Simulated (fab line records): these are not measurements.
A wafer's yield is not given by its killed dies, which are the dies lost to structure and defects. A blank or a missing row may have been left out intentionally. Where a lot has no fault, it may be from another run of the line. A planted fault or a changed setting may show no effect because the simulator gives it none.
fab line records	flow gf180mcu
record: lots: 15	wafers: 45	last-day: 34
route steps=602 shown DNWELL@40 MVPSD@89 DUAL_GATE@152 V1@357
lots that met no fault: taken from a fault-free run of the same line
start-h: start of the lot's first displayed wafer, in hours after the record's first day	wait-h: hours from the lot's prior step to this one	" same as the row above	L1.1+2: one row covering several wafers at once	- either no value or no given start	* or withheld: withheld	< > ~ a bound
route shown NAME@n: names a module that has steps shown in the file, with the first one's number in the route	usual: mean/standard deviation of fault-free wafers	same: alike in all rows	chamber/n: place in a boat	sites: each site's reading	_std_site: standard deviation across them	_edge_site: outer sites' mean less inner sites'	radius-mm: how far each site lies from the wafer's centre	mask NAME#n: copy n	behind: tool/chamber where the wafer was last shaped	hold: what put the lot on hold/how long, in hours/how the hold closed	device: transistor that didn't switch, given as n, p or np	end of line: the tests these same wafers got at the end of their route	where a step has no rows: the recipe by itself	killed: not the wafer's yield, but the dies lost to structure and defects at the first sort	map: the dies of a wafer, with x for killed, . for not killed, _ for no die there
set.NAME: the setting the step ran with; set.NAME@STEP: the setting that earlier step ran with	model.NAME: the simulator's own value behind a step, which no gauge read
steps of the route over a sample of lots; a table a step, a row a wafer
services: from which hour (start-h, from the record's first day; less than 0 if before it) a tool's chamber was out of use, for how many hours, and why
== steps ==
step: GF_DNWELL_STRIP_08
recipe: chemistry: O2/N2	power-w: 1400	pressure-mtorr: 1500	platen-temp-c: 250	o2-flow-sccm: 3000	n2-flow-sccm: 300	overash-fraction: 0.5
usual: drypump-motor-current-A: 5.60/0.13	heater-power-w: 332/33	oes-product-au: 0.722/0.0048	platen-temp-c: 249.98/0.21	strip-time-to-endpoint-s: 37.36/0.086
lot.wafer	tool	chamber	start-h	wait-h	drypump-motor-current-A	heater-power-w	oes-product-au	platen-temp-c	rf-hours-counter-h	strip-time-to-endpoint-s
L294.1	plasma-asher-04	1	43.30	0.1	5.47	308	0.728	249.61	38	37.36
L294.4	"	0	"	"	5.72	338	0.722	250.01	-	37.42
L294.5	"	0	"	"	5.78	349	0.718	250.02	-	37.35
L296.1	plasma-asher-04	1	53.05	0.1	5.47	307	0.717	249.73	39	37.38
L296.3	"	1	"	"	5.47	301	0.724	249.88	-	37.51
L296.4	"	0	"	"	5.80	356	0.724	249.99	-	37.43
L297.1	plasma-asher-03	0	59.25	0.1	5.44	391	0.711	249.96	39	37.34
L297.2	"	1	"	"	5.82	350	0.724	249.73	39	37.25
L297.4	"	0	"	"	5.44	396	0.722	249.74	-	37.17
L298.1	plasma-asher-04	1	64.05	0.1	5.49	307	0.715	250.26	40	37.36
L298.3	"	0	"	"	5.77	348	0.719	250.17	-	37.31
L298.6	"	0	"	"	5.80	343	0.720	249.98	-	37.36
L299.2	plasma-asher-03	1	68.26	0.1	5.83	354	0.723	249.91	40	37.45
L299.4	"	1	"	"	5.81	355	0.719	250.08	-	37.55
L299.5	"	0	"	"	5.48	394	0.722	250.05	-	37.39
L300.1	plasma-asher-02	0	75.90	0.1	5.53	329	0.722	249.93	30	37.27
L300.3	"	1	"	"	5.63	288	0.721	249.94	-	37.24
L300.6	"	1	"	"	5.62	290	0.720	249.70	-	37.27
L302.3	plasma-asher-02	1	85.47	0.1	5.56	287	0.720	249.93	-	37.48
L302.4	"	0	"	"	5.54	331	0.720	249.90	-	37.38
L302.5	"	1	"	"	5.59	297	0.732	250.10	-	37.54
L304.4	plasma-asher-04	0	98.17	0.1	5.79	354	0.731	249.78	-	37.38
L304.5	"	1	"	"	5.47	312	0.721	249.86	-	37.35
L304.6	"	0	"	"	5.74	350	0.731	249.84	-	37.44
L307.1	plasma-asher-02	1	111.78	0.1	5.59	298	0.730	249.67	33	37.29
L307.3	"	1	"	"	5.57	290	0.722	249.48	-	37.28
L307.5	"	1	"	"	5.57	293	0.718	249.60	-	37.35
L308.3	plasma-asher-04	0	118.33	0.1	5.75	347	0.726	249.79	-	37.43
L308.4	"	1	"	"	5.47	305	0.721	250.41	-	37.48
L308.6	"	1	"	"	5.50	307	0.710	250.29	-	37.40
L309.1	plasma-asher-04	0	123.75	0.1	5.88	341	0.715	249.85	46	37.38
L309.4	"	1	"	"	5.47	304	0.721	249.94	-	37.32
L309.5	"	1	"	"	5.50	306	0.725	249.98	-	37.31
L312.2	plasma-asher-02	1	139.36	0.1	5.60	285	0.723	250.23	37	37.40
L312.3	"	1	"	"	5.59	297	0.720	250.44	-	37.53
L312.5	"	1	"	"	5.62	293	0.730	250.26	-	37.46
L315.1	plasma-asher-03	1	154.35	0.1	5.86	367	0.715	250.06	3	37.40
L315.3	"	0	"	"	5.44	395	0.727	249.97	-	37.44
L315.6	"	1	"	"	5.82	361	0.721	250.16	-	37.31
L316.1	plasma-asher-02	1	159.85	0.1	5.58	287	0.730	250.29	39	37.30
L316.5	"	1	"	"	5.59	293	0.717	250.37	-	37.47
L316.6	"	0	"	"	5.52	325	0.729	249.86	-	37.38
L317.3	plasma-asher-04	0	166.93	0.1	5.79	353	0.720	250.39	-	37.36
L317.4	"	1	"	"	5.46	309	0.717	249.87	-	37.33
L317.5	"	0	"	"	5.78	354	0.715	249.94	-	37.40
step: GF_MVPSD_TW_MEAS_11
usual: MVPSD_TW: 553/4
lot.wafer	tool	chamber	start-h	wait-h	MVPSD_TW
L294.1	film-metro-04	-	97.12	0.1	550
L294.4	"	-	"	"	550
L294.5	"	-	"	"	552
L296.1	film-metro-02	-	109.04	0.1	550
L296.3	"	-	"	"	553
L296.4	"	-	"	"	558
L297.1	film-metro-04	-	115.54	0.1	551
L297.2	"	-	"	"	551
L297.4	"	-	"	"	555
L298.1	film-metro-02	-	121.52	0.1	551
L298.3	"	-	"	"	553
L298.6	"	-	"	"	553
L299.2	film-metro-04	-	125.00	0.1	545
L299.4	"	-	"	"	545
L299.5	"	-	"	"	545
L300.1	film-metro-04	-	134.22	0.1	549
L300.3	"	-	"	"	548
L300.6	"	-	"	"	546
L302.3	film-metro-02	-	146.01	0.1	554
L302.4	"	-	"	"	557
L302.5	"	-	"	"	553
L304.4	film-metro-02	-	161.17	0.1	557
L304.5	"	-	"	"	559
L304.6	"	-	"	"	559
L307.1	film-metro-04	-	175.18	0.1	552
L307.3	"	-	"	"	549
L307.5	"	-	"	"	551
L308.3	film-metro-02	-	182.70	0.1	556
L308.4	"	-	"	"	557
L308.6	"	-	"	"	554
L309.1	film-metro-02	-	189.08	0.1	556
L309.4	"	-	"	"	553
L309.5	"	-	"	"	554
L312.2	film-metro-04	-	205.83	0.1	550
L312.3	"	-	"	"	549
L312.5	"	-	"	"	549
L315.1	film-metro-02	-	222.25	0.1	559
L315.3	"	-	"	"	557
L315.6	"	-	"	"	558
L316.1	film-metro-04	-	229.88	0.1	545
L316.5	"	-	"	"	544
L316.6	"	-	"	"	548
L317.3	film-metro-02	-	237.37	0.1	560
L317.4	"	-	"	"	557
L317.5	"	-	"	"	557
step: GF_DUAL_GATE_OVL_MEAS_11
usual: DUAL_GATE_OVL: 0.1/1.2
lot.wafer	tool	chamber	start-h	wait-h	DUAL_GATE_OVL[nm]
L294.1	overlay-02	-	176.46	0.1	-1.3
L294.4	"	-	"	"	-0.1
L294.5	"	-	"	"	-0.1
L296.1	overlay-02	-	190.11	0.1	-1.7
L296.3	"	-	"	"	-0.4
L296.4	"	-	"	"	-0.9
L297.1	overlay-02	-	198.16	0.1	-0.3
L297.2	"	-	"	"	-0.8
L297.4	"	-	"	"	-0.6
L298.1	overlay-01	-	205.31	0.1	0.4
L298.3	"	-	"	"	1.2
L298.6	"	-	"	"	0.2
L299.2	overlay-02	-	211.17	0.1	0.1
L299.4	"	-	"	"	2.8
L299.5	"	-	"	"	0.0
L300.1	overlay-02	-	224.10	0.1	0.4
L300.3	"	-	"	"	-0.1
L300.6	"	-	"	"	-1.1
L302.3	overlay-02	-	233.22	0.1	1.6
L302.4	"	-	"	"	1.9
L302.5	"	-	"	"	0.5
L304.4	overlay-02	-	250.32	0.1	-0.9
L304.5	"	-	"	"	0.5
L304.6	"	-	"	"	-0.5
L307.1	overlay-02	-	267.00	0.1	1.0
L307.3	"	-	"	"	0.0
L307.5	"	-	"	"	0.9
L308.3	overlay-02	-	276.67	0.1	-0.5
L308.4	"	-	"	"	1.4
L308.6	"	-	"	"	0.1
L309.1	overlay-01	-	286.41	0.1	0.5
L309.4	"	-	"	"	-0.1
L309.5	"	-	"	"	0.9
L312.2	overlay-01	-	301.07	0.1	0.5
L312.3	"	-	"	"	0.2
L312.5	"	-	"	"	-1.4
L315.1	overlay-02	-	320.31	0.1	0.6
L315.3	"	-	"	"	0.4
L315.6	"	-	"	"	-0.7
L316.1	overlay-02	-	329.61	0.1	0.2
L316.5	"	-	"	"	0.0
L316.6	"	-	"	"	-0.4
L317.3	overlay-01	-	339.82	0.1	2.1
L317.4	"	-	"	"	1.8
L317.5	"	-	"	"	1.2
step: GF_V1_SPUTTER_22
recipe: material: TiN	target-thk-nm: 10	chamber-pressure-pa: 5	power-w: 4000	time-s: 40
usual: cathode-dc-power-W: 4000.0/0.73	chamber-pressure-pa: 4.999/0.01	throttle-valve-pct: 29.9/1.1
lot.wafer	tool	chamber	start-h	wait-h	cathode-dc-power-W	chamber-pressure-pa	throttle-valve-pct
L294.1	pvd-sputter-04	-	411.97	0.0	4000.7	5.009	30.6
L294.4	"	-	"	"	3999.3	5.000	28.7
L294.5	"	-	"	"	3998.6	5.010	30.4
L296.1	pvd-sputter-03	-	431.58	0.0	4001.9	5.001	28.6
L296.3	"	-	"	"	4001.1	5.012	29.8
L296.4	"	-	"	"	3999.3	5.006	31.4
L297.1	pvd-sputter-04	-	444.08	0.0	3998.8	4.986	29.9
L297.2	"	-	"	"	3999.5	5.001	30.5
L297.4	"	-	"	"	3999.1	5.015	30.4
L298.1	pvd-sputter-03	-	456.57	0.0	4000.0	4.994	30.6
L298.3	"	-	"	"	4001.1	5.002	29.9
L298.6	"	-	"	"	3999.3	4.976	31.2
L299.2	pvd-sputter-02	-	460.64	0.0	3998.3	4.990	30.8
L299.4	"	-	"	"	4000.9	5.004	30.9
L299.5	"	-	"	"	4000.1	5.018	30.8
L300.1	pvd-sputter-02	-	479.08	0.0	4000.1	4.987	30.7
L300.3	"	-	"	"	4000.4	5.006	28.3
L300.6	"	-	"	"	4000.3	5.000	28.5
L302.3	pvd-sputter-02	-	491.82	0.0	4001.3	4.995	31.0
L302.4	"	-	"	"	4000.1	4.993	28.6
L302.5	"	-	"	"	3999.6	5.022	29.4
L304.4	pvd-sputter-03	-	512.19	0.0	3999.4	4.970	28.6
L304.5	"	-	"	"	3999.6	4.989	28.3
L304.6	"	-	"	"	3999.3	5.003	31.3
L307.1	pvd-sputter-04	-	533.62	0.0	-	-	-
L307.3	"	-	"	"	-	-	-
L307.5	"	-	"	"	-	-	-
L308.3	pvd-sputter-03	-	541.02	0.0	-	-	-
L308.4	"	-	"	"	-	-	-
L308.6	"	-	"	"	-	-	-
L309.1	pvd-sputter-03	-	551.79	0.0	-	-	-
L309.4	"	-	"	"	-	-	-
L309.5	"	-	"	"	-	-	-
L312.2	pvd-sputter-04	-	570.27	0.0	4000.3	5.005	28.4
L312.3	"	-	"	"	4000.0	5.016	30.4
L312.5	"	-	"	"	4000.3	4.990	30.3
L315.1	pvd-sputter-03	-	592.12	0.0	3999.5	5.006	31.2
L315.3	"	-	"	"	3999.3	5.006	31.2
L315.6	"	-	"	"	3998.9	5.011	31.6
L316.1	pvd-sputter-02	-	599.33	0.0	4000.7	5.000	29.1
L316.5	"	-	"	"	4000.9	5.002	28.1
L316.6	"	-	"	"	4000.6	4.988	30.7
L317.3	pvd-sputter-02	-	610.04	0.0	4000.5	5.009	29.2
L317.4	"	-	"	"	4000.7	4.998	31.0
L317.5	"	-	"	"	3999.7	4.991	30.7
== services ==
tool	chamber	start-h	hours	kind
plasma-asher-04	-	95.88	1.6	repair
plasma-asher-03	-	108.75	9.0	pm
plasma-asher-03	-	124.28	2.4	repair
plasma-asher-04	-	172.28	1.1	repair
plasma-asher-02	-	213.67	12.6	repair
plasma-asher-04	-	236.47	2.8	pm
plasma-asher-02	-	239.49	2.8	pm
plasma-asher-02	-	256.68	2.0	repair
plasma-asher-04	-	266.96	0.7	repair
plasma-asher-02	-	296.84	4.7	repair
pvd-sputter-04	-	298.12	2.2	repair
pvd-sputter-02	-	325.36	3.4	repair
pvd-sputter-03	-	343.33	1.3	repair
plasma-asher-03	-	344.91	1.5	repair
plasma-asher-04	-	354.03	16.7	pm
pvd-sputter-04	-	364.86	12.4	repair
pvd-sputter-03	-	378.01	4.1	repair
pvd-sputter-03	-	390.31	13.2	repair
plasma-asher-04	-	407.95	9.8	repair
plasma-asher-04	-	421.25	9.0	pm
plasma-asher-03	-	427.70	8.8	repair
pvd-sputter-04	-	541.43	3.4	repair
plasma-asher-03	-	547.57	2.9	repair
plasma-asher-03	-	587.70	0.6	repair
== key ==
first-sign: step: GF_V1_SPUTTER_22	reading: tool-record	direction: missing
effect none on later readings
met-at GF_V1_SPUTTER_22
struck-lots L307,L308,L309
later-rows-left-out L307.1,L307.3,L307.5,L308.3,L308.4,L308.6,L309.1,L309.4,L309.5
sort-left-out L307.1,L307.3,L307.5,L308.3,L308.4,L308.6,L309.1,L309.4,L309.5
not-acting-at GF_DNWELL_STRIP_08,GF_MVPSD_TW_MEAS_11,GF_DUAL_GATE_OVL_MEAS_11
onset-between 512.19 533.62
fault: kind: skipped-step-whole	tool: pvd-sputter-03,pvd-sputter-04	chamber: -	onset-h: 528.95	steps: GF_V1_SPUTTER_22	scope: struck-lots-only
sort-left-out: the simulated sort isn't trusted on such a fault, so these wafers' sort isn't shown, and their yield isn't known
later-rows-left-out: the simulator's readings of these wafers behind a module that went badly wrong aren't trusted and aren't shown, but for the sort
